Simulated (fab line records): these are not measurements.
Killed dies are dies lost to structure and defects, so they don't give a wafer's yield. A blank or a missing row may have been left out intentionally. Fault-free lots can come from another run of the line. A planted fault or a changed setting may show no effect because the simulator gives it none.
fab line records	flow gf180mcu
record lots=5	wafers=15	lastDay=34
route steps=602 shown DNWELL@33 NWELL@42 LVPWELL@54
lots untouched by any fault: they come from a run of this same line in which no faults occurred
startH: hours from the record's first day to the start of the lot's first wafer shown	waitH: hours elapsed since this lot's preceding step	" unchanged from the row above	L1.1+2: a single row standing in for several wafers	- either no value or no given start	* or withheld: withheld	< > ~ a bound
route shown NAME@n: NAME is a module with steps in the file, n the number in the route of the first one	usual: average and standard deviation across the fault-free wafers	same: alike in all rows	chamber/n: place in a boat	sites: each site's reading	_std_site: standard deviation of those values	_edge_site: the outer-site mean with the inner-site mean subtracted	radiusMm: how far each site lies from the wafer's centre	mask NAME#n: copy n	behind: the last tool/chamber to shape the wafer	hold: why the lot went on hold/how many hours it stayed there/how the hold came to an end	device: the transistor (n, p or np) that didn't switch	end of line: at the end of the route, the tests of the same wafers	where a step has no rows: the recipe by itself	killed: the dies lost at the first sort to structure and to defects; this is not the yield of the wafer	map: the dies of a wafer, with x for killed, . for not killed, _ for no die there
set.NAME: the setting as run; set.NAME@STEP: as run at that earlier step	model.NAME: the simulator's own value behind a step, which no gauge read
lots at selected steps of the route; one table per step, one row per wafer
services: from which hour (startH, from the record's first day; less than 0 if before it) a tool's chamber was out of use, for how many hours, and why
## steps
# step GF_DNWELL_HMDS_01
# recipe primeTimeS=60	primeTempC=120
lot.wafer	tool	chamber	startH	waitH
L076.4+5+6	lithoTrack-04	0	48.04	0.1
L085.4+5+6	lithoTrack-04	0	94.29	0.1
L087.3+5+6	lithoTrack-01	0	104.17	0.1
L090.1+5+6	lithoTrack-04	0	119.91	0.1
L095.2+3+5	lithoTrack-02	0	145.74	0.1
# step GF_DNWELL_COAT_02
# recipe spinRpm=2000	resistThkNm=3000
# usual dispensePressureKPa=53/4.1
lot.wafer	tool	chamber	startH	waitH	dispensePressureKPa
L076.4	lithoTrack-04	0	48.19	0.1	49
L076.5	"	0	"	"	49
L076.6	"	0	"	"	49
L085.4	lithoTrack-04	0	94.44	0.1	49
L085.5	"	0	"	"	49
L085.6	"	0	"	"	49
L087.3	lithoTrack-01	0	104.32	0.1	55
L087.5	"	0	"	"	55
L087.6	"	0	"	"	55
L090.1	lithoTrack-04	0	120.06	0.1	49
L090.5	"	0	"	"	49
L090.6	"	0	"	"	49
L095.2	lithoTrack-02	0	145.89	0.1	58
L095.3	"	0	"	"	58
L095.5	"	0	"	"	58
# step GF_DNWELL_SOFTBAKE_03
# recipe tempC=110	timeS=withheld
lot.wafer	tool	chamber	startH	waitH
L076.4+5+6	lithoTrack-04	0	48.36	0.1
L085.4+5+6	lithoTrack-04	0	94.61	0.1
L087.3+5+6	lithoTrack-01	0	104.48	0.1
L090.1+5+6	lithoTrack-04	0	120.21	0.1
L095.2+3+5	lithoTrack-02	0	146.05	0.1
# step GF_DNWELL_EXPOSE_04
# recipe maskId=DNWELL	targetCdNm=1700	na=0.6	sourceShape=conventional	sigmaOuter=0.6	doseMj=260
# usual reticleTempC=23.01/0.098	stageVelMmS=499.99/0.24
# same sigmaOuter=0.6
lot.wafer	tool	chamber	startH	waitH	mask	reticleTempC	stageVelMmS
L076.4	ilineStepper-01	0	-	-	DNWELL#0	22.95	500.09
L076.5	"	0	"	"	DNWELL#0	22.85	500.21
L076.6	"	0	"	"	DNWELL#0	22.82	500.35
L085.4	ilineStepper-01	0	-	-	DNWELL#0	22.92	499.58
L085.5	"	0	"	"	DNWELL#0	23.05	499.33
L085.6	"	0	"	"	DNWELL#0	23.06	499.54
L087.3	ilineStepper-02	0	-	-	DNWELL#0	23.10	499.65
L087.5	"	0	"	"	DNWELL#0	23.05	499.71
L087.6	"	0	"	"	DNWELL#0	22.90	499.96
L090.1	ilineStepper-02	0	-	-	DNWELL#0	23.01	500.20
L090.5	"	0	"	"	DNWELL#0	22.99	499.93
L090.6	"	0	"	"	DNWELL#0	22.95	500.01
L095.2	ilineStepper-02	0	-	-	DNWELL#0	23.02	500.15
L095.3	"	0	"	"	DNWELL#0	23.13	499.82
L095.5	"	0	"	"	DNWELL#0	22.99	499.98
# step GF_DNWELL_PEB_05
# recipe tempC=115	timeS=withheld
lot.wafer	tool	chamber	startH	waitH
L076.4+5+6	lithoTrack-01	0	-	-
L085.4+5+6	lithoTrack-02	0	-	-
L087.3+5+6	lithoTrack-02	0	-	-
L090.1+5+6	lithoTrack-04	0	-	-
L095.2+3+5	lithoTrack-02	0	-	-
# step GF_DNWELL_DEVELOP_06
# recipe wallAngleDeg=90	developTimeS=60	devTempC=23
lot.wafer	tool	chamber	startH	waitH
L076.4+5+6	lithoTrack-01	0	-	-
L085.4+5+6	lithoTrack-02	0	-	-
L087.3+5+6	lithoTrack-02	0	-	-
L090.1+5+6	lithoTrack-04	0	-	-
L095.2+3+5	lithoTrack-02	0	-	-
# step GF_DNWELL_IMPLANT_07
# recipe species=P	energyKev=1500	doseCm2=1e+13	tiltDeg=0
# usual beamEnergyKeV=1499.9/0.46
lot.wafer	tool	chamber	startH	waitH	beamEnergyKeV
L076.4	implanter-01	0	54.39	-	1500.3
L076.5	"	0	"	"	1500.1
L076.6	"	0	"	"	1500.5
L085.4	implanter-02	0	101.34	-	1500.5
L085.5	"	0	"	"	1500.7
L085.6	"	0	"	"	1500.3
L087.3	implanter-04	0	111.52	-	1499.7
L087.5	"	0	"	"	1500.0
L087.6	"	0	"	"	1500.3
L090.1	implanter-01	0	127.56	-	1500.6
L090.5	"	0	"	"	1500.3
L090.6	"	0	"	"	1500.5
L095.2	implanter-01	0	153.99	-	1500.3
L095.3	"	0	"	"	1500.3
L095.5	"	0	"	"	1499.7
# step GF_DNWELL_STRIP_08
# recipe chemistry=O2/N2	powerW=1400	pressureMtorr=1500	platenTempC=250	o2FlowSccm=3000	n2FlowSccm=300	overashFraction=0.5
# usual drypumpMotorCurrentA=5.71/0.26	heaterPowerW=345/25	oesProductAu=0.722/0.0047	stripTimeToEndpointS=36.99/0.11
lot.wafer	tool	chamber	startH	waitH	drypumpMotorCurrentA	heaterPowerW	oesProductAu	rfHoursCounterH	stripTimeToEndpointS
L076.4	plasmaAsher-01	1	54.50	0.1	5.67	371	0.721	-	37.08
L076.5	"	0	"	"	5.98	306	0.725	-	37.13
L076.6	"	1	"	"	5.64	371	0.725	-	37.10
L085.4	plasmaAsher-03	0	101.45	0.1	5.74	338	0.716	-	37.12
L085.5	"	0	"	"	5.73	326	0.722	-	36.94
L085.6	"	1	"	"	5.36	333	0.717	-	37.01
L087.3	plasmaAsher-01	1	111.65	0.1	5.68	371	0.730	-	37.04
L087.5	"	1	"	"	5.68	368	0.720	-	37.00
L087.6	"	0	"	"	5.99	307	0.729	-	37.03
L090.1	plasmaAsher-01	1	127.71	0.1	5.66	357	0.724	50	37.05
L090.5	"	1	"	"	5.66	362	0.720	-	37.11
L090.6	"	0	"	"	5.97	311	0.727	-	36.94
L095.2	plasmaAsher-01	1	154.12	0.1	5.70	359	0.723	53	36.99
L095.3	"	0	"	"	5.96	304	0.727	-	36.94
L095.5	"	0	"	"	5.94	310	0.722	-	36.96
# step GF_DNWELL_TW_MEAS_09
# usual DNWELL_TW=1365/16
lot.wafer	tool	chamber	startH	waitH	DNWELL_TW
L076.4	filmMetro-02	-	54.60	0.1	1366
L076.5	"	-	"	"	1368
L076.6	"	-	"	"	1373
L085.4	filmMetro-02	-	101.60	0.1	1373
L085.5	"	-	"	"	1379
L085.6	"	-	"	"	1374
L087.3	filmMetro-02	-	111.74	0.1	1384
L087.5	"	-	"	"	1376
L087.6	"	-	"	"	1377
L090.1	filmMetro-04	-	127.81	0.1	1353
L090.5	"	-	"	"	1360
L090.6	"	-	"	"	1358
L095.2	filmMetro-04	-	154.23	0.1	1352
L095.3	"	-	"	"	1356
L095.5	"	-	"	"	1347
# step GF_NWELL_DEHYDRATE_00
# recipe tempC=200	timeS=60
lot.wafer	tool	chamber	startH	waitH
L076.4+5+6	lithoTrack-01	0	60.34	5.7
L085.4+5+6	lithoTrack-01	0	108.09	6.5
L087.3+5+6	lithoTrack-02	0	118.52	6.8
L090.1+5+6	lithoTrack-02	0	134.87	7.0
L095.2+3+5	lithoTrack-02	0	161.49	7.3
# step GF_NWELL_HMDS_01
# recipe primeTimeS=60	primeTempC=120
lot.wafer	tool	chamber	startH	waitH
L076.4+5+6	lithoTrack-01	0	60.49	0.1
L085.4+5+6	lithoTrack-01	0	108.24	0.1
L087.3+5+6	lithoTrack-02	0	118.67	0.1
L090.1+5+6	lithoTrack-02	0	135.02	0.1
L095.2+3+5	lithoTrack-02	0	161.64	0.1
# step GF_NWELL_COAT_02
# recipe spinRpm=2000	resistThkNm=3000
# usual dispensePressureKPa=54/3.7
lot.wafer	tool	chamber	startH	waitH	dispensePressureKPa
L076.4	lithoTrack-01	0	60.64	0.1	55
L076.5	"	0	"	"	55
L076.6	"	0	"	"	55
L085.4	lithoTrack-01	0	108.39	0.1	55
L085.5	"	0	"	"	55
L085.6	"	0	"	"	55
L087.3	lithoTrack-02	0	118.82	0.1	58
L087.5	"	0	"	"	58
L087.6	"	0	"	"	58
L090.1	lithoTrack-02	0	135.17	0.1	58
L090.5	"	0	"	"	58
L090.6	"	0	"	"	58
L095.2	lithoTrack-02	0	161.79	0.1	58
L095.3	"	0	"	"	58
L095.5	"	0	"	"	58
# step GF_NWELL_SOFTBAKE_03
# recipe tempC=110	timeS=withheld
lot.wafer	tool	chamber	startH	waitH
L076.4+5+6	lithoTrack-01	0	60.82	0.1
L085.4+5+6	lithoTrack-01	0	108.57	0.1
L087.3+5+6	lithoTrack-02	0	118.98	0.1
L090.1+5+6	lithoTrack-02	0	135.32	0.1
L095.2+3+5	lithoTrack-02	0	161.95	0.1
# step GF_NWELL_EXPOSE_04
# recipe maskId=Nwell	targetCdNm=860	na=0.6	sourceShape=conventional	sigmaOuter=0.6	doseMj=260
# usual reticleTempC=22.98/0.11	stageVelMmS=500.02/0.29
# same sigmaOuter=0.6
lot.wafer	tool	chamber	startH	waitH	mask	reticleTempC	stageVelMmS
L076.4	ilineStepper-01	0	-	-	Nwell#0	22.96	499.77
L076.5	"	0	"	"	Nwell#0	22.91	499.70
L076.6	"	0	"	"	Nwell#0	23.08	499.60
L085.4	ilineStepper-02	0	-	-	Nwell#0	22.97	500.26
L085.5	"	0	"	"	Nwell#0	23.13	500.54
L085.6	"	0	"	"	Nwell#0	23.06	500.45
L087.3	ilineStepper-02	0	-	-	Nwell#0	23.09	499.51
L087.5	"	0	"	"	Nwell#0	23.03	499.85
L087.6	"	0	"	"	Nwell#0	23.09	500.16
L090.1	ilineStepper-01	0	-	-	Nwell#0	22.95	500.29
L090.5	"	0	"	"	Nwell#0	23.00	499.91
L090.6	"	0	"	"	Nwell#0	22.99	500.00
L095.2	ilineStepper-02	0	-	-	Nwell#0	23.07	500.38
L095.3	"	0	"	"	Nwell#0	22.87	500.59
L095.5	"	0	"	"	Nwell#0	23.08	500.46
# step GF_NWELL_PEB_05
# recipe tempC=115	timeS=withheld
lot.wafer	tool	chamber	startH	waitH
L076.4+5+6	lithoTrack-01	0	-	-
L085.4+5+6	lithoTrack-01	0	-	-
L087.3+5+6	lithoTrack-02	0	-	-
L090.1+5+6	lithoTrack-02	0	-	-
L095.2+3+5	lithoTrack-03	0	-	-
# step GF_NWELL_DEVELOP_06
# recipe wallAngleDeg=90	developTimeS=60	devTempC=23
lot.wafer	tool	chamber	startH	waitH
L076.4+5+6	lithoTrack-01	0	-	-
L085.4+5+6	lithoTrack-01	0	-	-
L087.3+5+6	lithoTrack-02	0	-	-
L090.1+5+6	lithoTrack-02	0	-	-
L095.2+3+5	lithoTrack-03	0	-	-
# step GF_NWELL_OVL_MEAS_07
# usual NWELL_OVL=-0.3/1.4
lot.wafer	tool	chamber	startH	waitH	NWELL_OVL[nm]
L076.4	overlay-01	-	67.93	-	2.2
L076.5	"	-	"	"	2.3
L076.6	"	-	"	"	1.2
L085.4	overlay-01	-	116.33	-	-1.9
L085.5	"	-	"	"	-1.8
L085.6	"	-	"	"	-2.7
L087.3	overlay-01	-	126.58	-	0.7
L087.5	"	-	"	"	0.4
L087.6	"	-	"	"	2.0
L090.1	overlay-02	-	143.27	-	0.0
L090.5	"	-	"	"	1.0
L090.6	"	-	"	"	1.1
L095.2	overlay-01	-	170.12	-	-1.1
L095.3	"	-	"	"	0.9
L095.5	"	-	"	"	-2.9
# step GF_NWELL_IMPLANT_08
# recipe species=P	energyKev=450	doseCm2=1.5e+13	tiltDeg=0
# usual beamEnergyKeV=450.00/0.14
lot.wafer	tool	chamber	startH	waitH	beamEnergyKeV
L076.4	implanter-03	0	68.03	0.1	449.93
L076.5	"	0	"	"	449.82
L076.6	"	0	"	"	449.87
L085.4	implanter-03	0	116.43	0.1	450.07
L085.5	"	0	"	"	449.91
L085.6	"	0	"	"	450.06
L087.3	implanter-01	0	126.65	0.1	449.88
L087.5	"	0	"	"	449.93
L087.6	"	0	"	"	449.81
L090.1	implanter-01	0	143.30	0.0	450.01
L090.5	"	0	"	"	450.06
L090.6	"	0	"	"	450.12
L095.2	implanter-03	0	170.18	0.0	449.97
L095.3	"	0	"	"	449.73
L095.5	"	0	"	"	449.87
# step GF_NWELL_IMPLANT_09
# recipe species=P	energyKev=160	doseCm2=4e+12	tiltDeg=0
# usual beamEnergyKeV=160.00/0.041
lot.wafer	tool	chamber	startH	waitH	beamEnergyKeV
L076.4	implanter-03	0	68.18	0.1	160.02
L076.5	"	0	"	"	160.02
L076.6	"	0	"	"	160.01
L085.4	implanter-03	0	116.58	0.1	159.95
L085.5	"	0	"	"	159.97
L085.6	"	0	"	"	159.97
L087.3	implanter-01	0	126.80	0.1	160.01
L087.5	"	0	"	"	160.03
L087.6	"	0	"	"	159.99
L090.1	implanter-01	0	143.45	0.1	159.99
L090.5	"	0	"	"	159.96
L090.6	"	0	"	"	159.99
L095.2	implanter-03	0	170.33	0.1	160.10
L095.3	"	0	"	"	160.00
L095.5	"	0	"	"	159.97
# step GF_NWELL_STRIP_10
# recipe chemistry=O2/N2	powerW=1400	pressureMtorr=1500	platenTempC=250	o2FlowSccm=3000	n2FlowSccm=300	overashFraction=0.5
# usual drypumpMotorCurrentA=5.8/0.38	heaterPowerW=354/21	oesProductAu=0.722/0.0041	stripTimeToEndpointS=36.93/0.1
lot.wafer	tool	chamber	startH	waitH	drypumpMotorCurrentA	heaterPowerW	oesProductAu	rfHoursCounterH	stripTimeToEndpointS
L076.4	plasmaAsher-02	1	68.29	0.1	5.7	370	0.721	-	37.03
L076.5	"	1	"	"	5.7	377	0.729	-	37.00
L076.6	"	0	"	"	6.4	343	0.721	-	36.89
L085.4	plasmaAsher-04	0	116.69	0.1	6.0	369	0.720	-	36.97
L085.5	"	1	"	"	5.3	367	0.720	-	36.96
L085.6	"	0	"	"	6.0	360	0.717	-	36.96
L087.3	plasmaAsher-04	1	126.94	0.1	5.2	365	0.725	-	36.97
L087.5	"	1	"	"	5.3	369	0.721	-	36.90
L087.6	"	0	"	"	6.0	354	0.727	-	36.98
L090.1	plasmaAsher-04	1	143.60	0.1	5.2	380	0.727	53	36.90
L090.5	"	1	"	"	5.2	381	0.723	-	36.83
L090.6	"	0	"	"	6.0	363	0.722	-	36.81
L095.2	plasmaAsher-01	1	170.45	0.1	5.6	360	0.722	54	36.90
L095.3	"	1	"	"	5.7	364	0.728	-	37.02
L095.5	"	0	"	"	6.0	313	0.726	-	36.90
# step GF_NWELL_TW_MEAS_11
# usual NWELL_TW=1590/17
lot.wafer	tool	chamber	startH	waitH	NWELL_TW
L076.4	filmMetro-04	-	68.38	0.1	1568
L076.5	"	-	"	"	1567
L076.6	"	-	"	"	1575
L085.4	filmMetro-02	-	116.78	0.1	1607
L085.5	"	-	"	"	1598
L085.6	"	-	"	"	1612
L087.3	filmMetro-02	-	127.02	0.1	1612
L087.5	"	-	"	"	1604
L087.6	"	-	"	"	1605
L090.1	filmMetro-04	-	143.70	0.1	1574
L090.5	"	-	"	"	1571
L090.6	"	-	"	"	1570
L095.2	filmMetro-02	-	170.56	0.1	1602
L095.3	"	-	"	"	1603
L095.5	"	-	"	"	1599
# step GF_LVPWELL_DEHYDRATE_00
# recipe tempC=200	timeS=60
lot.wafer	tool	chamber	startH	waitH
L076.4+5+6	lithoTrack-04	0	74.14	5.7
L085.4+5+6	lithoTrack-01	0	123.44	6.6
L087.3+5+6	lithoTrack-03	0	133.67	6.6
L090.1+5+6	lithoTrack-01	0	151.02	7.3
L095.2+3+5	lithoTrack-01	0	178.39	7.8
# step GF_LVPWELL_HMDS_01
# recipe primeTimeS=60	primeTempC=120
lot.wafer	tool	chamber	startH	waitH
L076.4+5+6	lithoTrack-04	0	74.29	0.1
L085.4+5+6	lithoTrack-01	0	123.59	0.1
L087.3+5+6	lithoTrack-03	0	133.82	0.1
L090.1+5+6	lithoTrack-01	0	151.17	0.1
L095.2+3+5	lithoTrack-01	0	178.54	0.1
# step GF_LVPWELL_COAT_02
# recipe spinRpm=2000	resistThkNm=3000
# usual dispensePressureKPa=51/3.1
lot.wafer	tool	chamber	startH	waitH	dispensePressureKPa
L076.4	lithoTrack-04	0	74.44	0.1	49
L076.5	"	0	"	"	49
L076.6	"	0	"	"	49
L085.4	lithoTrack-01	0	123.74	0.1	55
L085.5	"	0	"	"	55
L085.6	"	0	"	"	55
L087.3	lithoTrack-03	0	133.97	0.1	48
L087.5	"	0	"	"	48
L087.6	"	0	"	"	48
L090.1	lithoTrack-01	0	151.32	0.1	55
L090.5	"	0	"	"	55
L090.6	"	0	"	"	55
L095.2	lithoTrack-01	0	178.69	0.1	55
L095.3	"	0	"	"	55
L095.5	"	0	"	"	55
## services
tool	chamber	startH	hours	kind
implanter-03	-	35.77	4.5	pm
implanter-01	-	40.08	2.0	repair
plasmaAsher-01	-	40.16	2.4	repair
ilineStepper-01	0	41.11	-	calibration
plasmaAsher-02	-	48.63	2.8	pm
plasmaAsher-03	-	73.21	2.7	repair
plasmaAsher-03	-	76.75	2.8	pm
ilineStepper-02	0	81.62	-	calibration
plasmaAsher-02	-	87.19	4.3	repair
ilineStepper-02	-	91.96	1.7	pm
implanter-02	-	102.01	2.6	repair
plasmaAsher-02	-	108.75	9.0	pm
plasmaAsher-02	0	108.75	9.0	ventCycle
plasmaAsher-02	1	108.75	9.0	ventCycle
plasmaAsher-03	-	116.26	2.0	repair
plasmaAsher-02	0	117.75	-	clean
plasmaAsher-02	1	117.75	-	clean
plasmaAsher-04	-	134.58	1.0	repair
implanter-02	-	140.85	4.1	repair
implanter-04	-	144.94	0.6	repair
implanter-03	-	151.36	3.4	repair
implanter-01	-	166.51	4.5	pm
## key
fault none
